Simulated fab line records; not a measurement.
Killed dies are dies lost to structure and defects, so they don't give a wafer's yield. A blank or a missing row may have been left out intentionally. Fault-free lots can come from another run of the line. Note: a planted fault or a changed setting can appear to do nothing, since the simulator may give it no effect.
Which of the tools did it? -- flow sky130 -- 15 lots, 43 wafers sampled, at 2 steps of a route of 708

## WHAT EACH GAUGE READ, for each wafer
SKY_CAP2M_OVL_MEAS_12. Usual: CAP2M_OVL 0.3 nm, standard deviation 1.5.
lot,measured,on,CAP2M_OVL (nm),flag
L897,day 40 17:47,overlay-01,-0.1 -0.7 -0.2,
L898,day 40 22:28,overlay-02,-0.6 -1.7 -2.0,
L899,day 41 09:20,overlay-01,2.1 1.4 1.9,
L901,day 42 01:55,overlay-02,1.0 1.7 1.3,
L900,day 42 02:47,overlay-01,1.9 0.5 1.0,
L903,day 42 04:22,overlay-01,1.0 2.3 2.1,
L904,day 43 00:07,overlay-01,2.3 -0.9 0.8,
L905,day 43 00:25,overlay-01,-0.6 2.7 -0.3,
L906,day 43 04:14,overlay-01,0.1 -1.6 0.6,
L907,day 43 13:00,overlay-01,0.7 -1.0,
L908,day 43 22:48,overlay-02,1.9 1.1,
L909,day 44 09:32,overlay-02,-3.3 -2.7 -3.8,
L918,day 46 02:23,overlay-02,1.1 1.3 2.2,
L917,day 46 03:29,overlay-01,0.0 -0.6 -0.2,
L919,day 46 10:05,overlay-01,0.4 2.0 1.6,

## WHAT TOOL EACH LOT RAN ON (gives the tool, then ch and the chambers of the sampled wafers, and finally the start)
lot,SKY_CAP2M_SPUTTER_02
L897,"pvd_sputter-02, day 39 16:38"
L898,"pvd_sputter-02, day 39 22:01"
L899,"pvd_sputter-02, day 40 09:32"
L901,"pvd_sputter-03, day 41 02:26"
L900,"pvd_sputter-04, day 41 03:29"
L903,"pvd_sputter-02, day 41 05:02"
L904,"pvd_sputter-02, day 42 01:06"
L905,"pvd_sputter-02, day 42 02:39"
L906,"pvd_sputter-03, day 42 04:49"
L907,"pvd_sputter-02, day 42 13:30"
L908,"pvd_sputter-03, day 42 23:10"
L909,"pvd_sputter-04, day 43 10:49"
L918,"pvd_sputter-03, day 45 05:36"
L917,"pvd_sputter-03, day 45 06:26"
L919,"pvd_sputter-02, day 45 12:46"
- SKY_CAP2M_SPUTTER_02: material TiN, target thk 200 nm, time 166.7 s.

## WHAT THE TOOLS THEMSELVES READ (means of the sampled wafers that have a number; where no wafer has one, the mark that the record gives instead)
SKY_CAP2M_SPUTTER_02. Usual: throttle_valve_pct reads 30.1 % (standard deviation 1.1).
lot,tool,throttle_valve_pct (%),flag
L897,pvd_sputter-02,29.9,
L898,pvd_sputter-02,30.8,
L899,pvd_sputter-02,30.5,
L901,pvd_sputter-03,29.5,
L900,pvd_sputter-04,31.8,
L903,pvd_sputter-02,30.1,
L904,pvd_sputter-02,30.1,
L905,pvd_sputter-02,30.3,
L906,pvd_sputter-03,29.6,
L907,pvd_sputter-02,29.6,
L908,pvd_sputter-03,29.3,
L909,pvd_sputter-04,29.2,
L918,pvd_sputter-03,30.1,
L917,pvd_sputter-03,30.1,
L919,pvd_sputter-02,30.3,

## THE ANSWER, worked out from the rows above alone
Rule: a lot is off if the mean of its wafers that have a number lies more than 3 standard deviations from the usual mean. Also off: a lot with no number at a reading for which 4 or more lots have one. Where the step has rows for the other lots, those lots are counted as sound. After the gauges, taken in route order, come the tools' own readings; for these a lot's mean is taken, as printed above. At the first step where some lot is off, the reading lying furthest off is the one used; lots without a number count as furthest.
Nothing can be told from this: no lot is off at any reading shown.

## WHAT HAD BEEN PUT IN BY THE SIMULATOR
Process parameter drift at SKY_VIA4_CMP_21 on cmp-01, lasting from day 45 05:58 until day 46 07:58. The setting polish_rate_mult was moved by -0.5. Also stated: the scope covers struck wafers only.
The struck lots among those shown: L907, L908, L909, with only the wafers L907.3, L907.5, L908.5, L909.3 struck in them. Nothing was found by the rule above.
